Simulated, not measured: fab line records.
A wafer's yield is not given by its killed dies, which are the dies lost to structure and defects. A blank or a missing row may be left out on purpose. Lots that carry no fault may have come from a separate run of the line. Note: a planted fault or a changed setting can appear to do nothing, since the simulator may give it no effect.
Problem report in the 8D (eight disciplines) form, filled by code / flow sky130 / the parts of the form that need people (team, actions taken, sign-off) are left out

1. PROBLEM STATEMENT
At SKY_LOCAL_INTERCONNECT_ETCH_13, runLengthS averages 81.5 s over 2 wafers from 2 lots, while fault-free wafers read 74.4 s, standard deviation 0.44. That puts it +16 standard deviations away from the usual mean.
The step: etches BARC in N2/H2, stops on SiO2, time 45.9 s, target depth 60 nm.
First seen on wafer L493.2, day 35 01:34, on rieMetal-03. Wafers with a number at this step in the record: 36, from 12 lots. The rule behind "out" and "out of limits": a value lying over 4 standard deviations away from the usual mean. The other wafers with a number count as sound.

2. WHAT IT IS, AND WHAT IT ISN'T
question=which readings at this step | is=runLengthS, oesProductAu | is not=drypumpMotorCurrentA, throttleValvePct
question=which lots | is=L493, L494 | is not=L482, L483, L484, L485, L488, L490, L492, L497, L501, L504
question=which wafers of those lots | is=L493.2, L494.6 | is not=L493.4, L493.5, L494.3, L494.4
question=read on which tools | is=rieMetal-03 | is not=rieMetal-01, rieMetal-04
question=when | is=from day 35 01:34 | is not=up to then (23 sound wafers); but 11 sound wafers of L494, L497, L501, L504 came after

3. SUSPECTS, AND WHAT RULES EACH OUT
Counting: any tool at a process step up to the reading remains a suspect provided it ran every lot that is out. Sound lots after the first of them don't rule it out here, since some wafers of a struck lot are sound.
- rieMetal-03 at SKY_LOCAL_INTERCONNECT_ETCH_13 (etches BARC in N2/H2, stops on SiO2, time 45.9 s, target depth 60 nm): kept. Ran every lot that is out, first one L493 (day 35 01:34); last sound lot up to then L488 (day 33 21:05). On those wafers its own readings are out: oesProductAu, runLengthS.
After counting, what remains is rieMetal-03 at SKY_LOCAL_INTERCONNECT_ETCH_13.

4. THE CAUSE (what the simulator had put in)
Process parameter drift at SKY_LOCAL_INTERCONNECT_ETCH_13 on rieMetal-03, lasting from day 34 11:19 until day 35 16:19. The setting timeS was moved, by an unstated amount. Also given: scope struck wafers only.
Counting left only this tool.

5. THE CHAIN OF EFFECTS, in route order
One row per reading whose mean, taken over the struck wafers that have a number, lies over 3 standard deviations from the usual. Readings are gone through only where the record gives a usual standard deviation; hours: the median, over the lots, of the time from a lot's start at the first step in this table giving one to that lot's start at this step; sigmas: the change measured in usual standard deviations.
hours=0; step=SKY_LOCAL_INTERCONNECT_ETCH_13; reading=oesProductAu; usual=0.855 a.u.; on struck wafers=0.794; change=-0.060; sigmas=-13
hours=0; step=SKY_LOCAL_INTERCONNECT_ETCH_13; reading=runLengthS; usual=74.4 s; on struck wafers=81.5; change=+7.1; sigmas=+16
hours=0; step=SKY_LOCAL_INTERCONNECT_STRIP_15; reading=stripTimeToEndpointS; usual=4.728 s; on struck wafers=4.629; change=-0.099; sigmas=-4.5
Process steps it contains:
- SKY_LOCAL_INTERCONNECT_ETCH_13: etches BARC in N2/H2, stops on SiO2, time 45.9 s, target depth 60 nm.
- SKY_LOCAL_INTERCONNECT_STRIP_15: strips in O2/N2.
Later measuring or inspecting steps at which every struck wafer that the step has a row for has a number for every such reading, and none has moved that far: SKY_CONTACT_THK_MEAS_03.

6. HOW IT WOULD HAVE BEEN CAUGHT EARLIER
14 hours passed between the start of the fault at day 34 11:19 and the first reading out of limits in this record, taken at day 35 01:34.
